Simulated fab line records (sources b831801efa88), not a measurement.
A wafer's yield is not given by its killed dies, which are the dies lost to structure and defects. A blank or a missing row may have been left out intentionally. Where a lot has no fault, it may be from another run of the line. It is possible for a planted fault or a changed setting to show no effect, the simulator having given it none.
A single fault, viewed from 2 desks	flow sky130	every desk sees just its own numbers, and what lay behind them comes last

## FOR THE TOOL OWNER'S DESK: rieMetal-02
The tool's own readings at SKY_METAL4_ETCH_16 (etches BARC in N2/H2, stops on SiO2, time 88.2 s, target depth 60 nm): means of the sampled wafers that have a number, for each lot that ran on this tool. A lot is out of limits, marked OUT, if its mean lies more than 4 standard deviations from the usual mean; the brackets give that distance.
Columns: A = chamberPressureMTorr at SKY_METAL4_ETCH_16, usual 29.999 mTorr; B = drypumpMotorCurrentA at SKY_METAL4_ETCH_16, usual 6.1 A; C = oesProductAu at SKY_METAL4_ETCH_16, usual 0.626 a.u.; D = runLengthS at SKY_METAL4_ETCH_16, usual 116.5 s; E = throttleValvePct at SKY_METAL4_ETCH_16, usual 13.204 %
lot	first seen here	A	B	C	D	E
L397	day 44 08:16	30.008	6.0	0.576 (-11) OUT	137.6 (+56) OUT	13.212
L399	day 45 00:53	30.005	6.3	0.581 (-10) OUT	138.0 (+56) OUT	13.208
This desk's finding: out of limits on L397, L399; first on L397, day 44 08:16 (oesProductAu at SKY_METAL4_ETCH_16). In limits: none.

## METROLOGY DESK
What the gauges read, lot by lot, whatever tool the lot ran on: means of the sampled wafers that have a number. A lot is out of limits, marked OUT, if its mean lies more than 4 standard deviations from the usual mean; the brackets give that distance.
Columns: A = VIA3_W_THK at SKY_VIA3_THK_MEAS_23, usual 380 nm; B = CAP2M_TIN_THK at SKY_CAP2M_THK_MEAS_04, usual 199.8 nm
lot	first seen here	A	B
L391	day 41 07:05	388	199.3
L395	day 41 23:53	387	199.2
L397	day 42 09:47	377	200.1
L399	day 43 01:56	377	203.4
L404	day 44 09:52	381	201.5
L405	day 44 15:48	378	200.4
L408	day 45 04:50	383	199.6
L409	day 45 11:28	380	199.8
L410	day 46 06:47	376	201.3
L411	day 46 07:32	377	200.1
This desk's finding: nothing out of limits on any of the 10 lots.

## BROUGHT TOGETHER
An alarm could have come from the tool owner's desk at day 44 08:16, on L397, L399.
The metrology desk saw nothing out of limits.
The metrology desk holds a record of L397, L399, inside its limits.
Of the lots named, all ran SKY_METAL4_ETCH_16 on rieMetal-02.

## WHAT THE SIMULATOR PUT IN
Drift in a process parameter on rieMetal-02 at SKY_METAL4_ETCH_16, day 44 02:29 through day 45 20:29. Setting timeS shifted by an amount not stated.
Lots struck among those shown: L397, L399.
Hours from the fault's start to each desk's first reading out of limits: the tool owner's desk, 6.
